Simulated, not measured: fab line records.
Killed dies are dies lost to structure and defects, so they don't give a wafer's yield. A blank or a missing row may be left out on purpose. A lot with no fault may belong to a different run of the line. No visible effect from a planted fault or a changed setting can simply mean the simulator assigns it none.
Matching of chambers | flow sky130 | SKY_CONTACT_CVD_00 on pecvd-01 has 3 sister chambers
The step deposits Si3N4, target thk 75 nm. 6 wafers are shown with their chamber, then 11 later ones without.

WAFERS PAIRED WITH THEIR CHAMBERS
wafer  | chamber | heater-power-w (W)
L082.6 | 1       | 717
L083.4 | 0       | 656
L089.1 | 2       | 646
L089.5 | 2       | 640
L089.6 | 0       | 735
L090.1 | 1       | 816

WAFERS WITHOUT THEIR CHAMBER
wafer  | heater-power-w (W)
L090.4 | 569
L090.5 | 803
L093.1 | 643
L093.2 | 771
L093.3 | 780
L093.4 | 782
L093.5 | 755
L093.6 | 658
L097.1 | 732
L097.2 | 573
L097.3 | 762

WHICH CHAMBER EACH WENT THROUGH
wafer  | from the rows above          | in truth
L090.4 | can't be placed: 2 or 0      | 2
L090.5 | can't be placed: 1 or 0      | 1
L093.1 | can't be placed: 2 or 0      | 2
L093.2 | can't be placed: 1 or 0      | 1
L093.3 | can't be placed: 1 or 0      | 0
L093.4 | can't be placed: 1 or 0      | 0
L093.5 | can't be placed: 1 or 0 or 2 | 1
L093.6 | can't be placed: 2 or 0 or 1 | 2
L097.1 | can't be placed: 1 or 0 or 2 | 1
L097.2 | can't be placed: 2 or 0      | 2
L097.3 | can't be placed: 1 or 0      | 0
Correct placement for 0 of the 11. Not placeable from these rows: 11 (in 11, the candidates include the true chamber). Wrongly placed: 0.
How it was worked out, from the rows above alone: a wafer's distance from a chamber is the root of the sum, over the readings, of the square of ((its reading less the chamber's mean) divided by the reading's scatter). The wafer belongs to the nearest chamber; if the next one is less than 2 further off, it can't be placed. For every chamber, the mean is computed from those of its wafers that are shown. The scatter: take each reading less its chamber's mean, square it, sum over the shown wafers, divide by the number of wafers less the number of chambers, and take the root.
